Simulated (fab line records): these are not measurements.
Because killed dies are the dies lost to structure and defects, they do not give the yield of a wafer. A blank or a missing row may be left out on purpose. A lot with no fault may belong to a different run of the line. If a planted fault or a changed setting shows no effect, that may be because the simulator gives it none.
Which of the tools did it? -- flow sfq-line -- 8 lots, 24 wafers sampled, at 3 steps of a route of 325

== WHAT EACH GAUGE READ, for each wafer ==
SFQ_I2_OVL_MEAS_918.
lot,measured,on,I2_OVL (nm)
L566,day 37 10:37,overlay-02,0 2 0
L569,day 44 11:17,overlay-01,0 -1 -2
L571,day 44 22:04,overlay-02,-12 -11 -6
L573,day 45 05:17,overlay-02,-8 -6 -7
L575,day 45 14:53,overlay-02,8 6 2
L577,day 45 23:17,overlay-02,-12 -7 -6
L579,day 46 02:52,overlay-02,-10 -8 -4
L581,day 46 08:52,overlay-01,-4 -8 -8

== EACH LOT AND THE TOOL THAT RAN IT (in order: tool; ch and the chambers of the sampled wafers; start) ==
lot,SFQ_TRILAYER_M2_DEP_SPUTTER_055,SFQ_TRILAYER_I2_METRO_MEASURE_065
L566,"pvd-sputter-05, day 30 17:34","film-metro-04, day 37 04:03"
L569,"pvd-sputter-05, day 32 03:31","film-metro-03, day 38 19:27"
L571,"pvd-sputter-04, day 33 03:17","film-metro-04, day 39 08:39"
L573,"pvd-sputter-04, day 33 09:52","film-metro-01, day 39 14:51"
L575,"pvd-sputter-05, day 33 15:17","film-metro-04, day 40 03:05"
L577,"pvd-sputter-06, day 33 23:40","film-metro-03, day 40 12:05"
L579,"pvd-sputter-06, day 34 08:05","film-metro-01, day 40 14:53"
L581,"pvd-sputter-05, day 34 18:52","film-metro-04, day 40 20:55"
- SFQ_TRILAYER_M2_DEP_SPUTTER_055: material Nb, target thk 200 nm, time 133.3 s.
- SFQ_TRILAYER_I2_METRO_MEASURE_065

== THE ANSWER, worked out from the rows above alone ==
Rule: the lots themselves supply what counts as usual. The widest of any qualifying gaps counts: lots, ordered by their means at a reading, are off when they make up no more than a third of the lots, leave a main group of 4 or more, and stand apart from it by 3 or more times the standard deviation of that group's means. A main group whose means are all the same, to the digits that the tables above print for the reading, isn't used. A lot without any number at a reading at which 4 lots or more have one is off too. Where the step has rows for the other lots, those lots are counted as sound.
No lot is off on any of the readings shown, so nothing can be concluded from this.

== WHAT THE SIMULATOR PUT IN ==
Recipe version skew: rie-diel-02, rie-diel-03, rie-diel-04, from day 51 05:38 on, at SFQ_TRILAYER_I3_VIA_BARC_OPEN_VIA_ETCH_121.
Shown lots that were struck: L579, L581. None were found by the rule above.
